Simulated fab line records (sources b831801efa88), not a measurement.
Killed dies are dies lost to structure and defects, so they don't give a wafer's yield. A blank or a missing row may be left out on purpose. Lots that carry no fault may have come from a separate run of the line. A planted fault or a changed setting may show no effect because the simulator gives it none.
8D (eight disciplines) problem report, filled in by code + flow sky130 + the parts of the form that need people (team, actions taken, sign-off) are left out

1. THE PROBLEM
At SKY_VIA1_ETCH_15, rf-fwd-power-W averages 1250 W over 2 wafers from 2 lots, while fault-free wafers read 1489 W, standard deviation 5.8. That puts it -41 standard deviations away from the usual mean.
The step: etches SiO2 in C4F8/O2/Ar, stops on TiN, target depth 351 nm, time 54 s.
The first sign was on wafer L322.5 at day 39 01:14, on rie-diel-01. Wafers with a number at this step in the record: 18, from 6 lots. The rule behind "out" and "out of limits": a value lying over 4 standard deviations away from the usual mean. The other wafers with a number count as sound.

2. WHAT THIS IS AND IS NOT
| question                    | is                             | is not                                                              |
|-----------------------------|--------------------------------|---------------------------------------------------------------------|
| which readings at this step | rf-fwd-power-W, oes-product-au | -                                                                   |
| which lots                  | L322, L323                     | L310, L313, L314, L321                                              |
| which wafers of those lots  | L322.5, L323.3                 | L322.4, L322.6, L323.2, L323.4                                      |
| read on which tools         | rie-diel-01                    | rie-diel-03, rie-diel-04                                            |
| when                        | from day 39 01:14              | up to then (14 sound wafers); but 2 sound wafers of L323 came after |

3. SUSPECTS, AND WHAT RULES EACH OUT
Counting: if a tool at a process step up to the reading ran every lot that is out, it stays a suspect. Sound lots after the first of them don't rule it out here, since some wafers of a struck lot are sound.
- rie-diel-01 at SKY_VIA1_ETCH_14 (etches BARC in N2/H2, stops on SiO2, time 45.9 s, target depth 60 nm): kept. It ran every lot that is out, first L322 (day 39 01:12); its last sound lot up to then is L321 (day 38 11:07).
- rie-diel-01 at SKY_VIA1_ETCH_15 (etches SiO2 in C4F8/O2/Ar, stops on TiN, target depth 351 nm, time 54 s): kept. It ran every lot that is out, first L322 (day 39 01:14); its last sound lot up to then is L321 (day 38 11:09). Its own readings are out on those wafers: oes-product-au, rf-fwd-power-W.
- Within rie-diel-01 at SKY_VIA1_ETCH_14: the wafers that are out ran in chamber 2; their sound lot-mates ran in chambers 0, 1, 3.
- Within rie-diel-01 at SKY_VIA1_ETCH_15: the wafers that are out ran in chamber 2; their sound lot-mates ran in chambers 0, 1, 3.
After counting, rie-diel-01 at SKY_VIA1_ETCH_14 and rie-diel-01 at SKY_VIA1_ETCH_15 remain.

4. THE CAUSE (what the simulator had put in)
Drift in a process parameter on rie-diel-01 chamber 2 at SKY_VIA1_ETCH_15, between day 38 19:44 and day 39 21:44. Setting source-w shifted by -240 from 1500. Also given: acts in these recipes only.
Counting leaves 2 suspects; this tool is one of them.

5. THE CHAIN OF EFFECTS, in route order
Each row: a reading whose mean over the struck wafers that have a number lies more than 3 standard deviations from the usual. Only readings for which the record gives a usual standard deviation are gone through. hours: the time from each lot's start at the first step in this table that gives one to its start at this step, as a median over the lots. sigmas: the change in usual standard deviations.
| hours | step             | reading        | usual      | on struck wafers | change | sigmas |
|-------|------------------|----------------|------------|------------------|--------|--------|
| 0     | SKY_VIA1_ETCH_15 | oes-product-au | 0.981 a.u. | 0.950            | -0.031 | -5.4   |
| 0     | SKY_VIA1_ETCH_15 | rf-fwd-power-W | 1489 W     | 1250             | -238   | -41    |
The process steps in it:
- SKY_VIA1_ETCH_15: etches SiO2 in C4F8/O2/Ar, stops on TiN, target depth 351 nm, time 54 s.

6. HOW IT WOULD HAVE BEEN CAUGHT EARLIER
In this record the first reading out of limits was taken at day 39 01:14, 6 hours after the fault began at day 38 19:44.
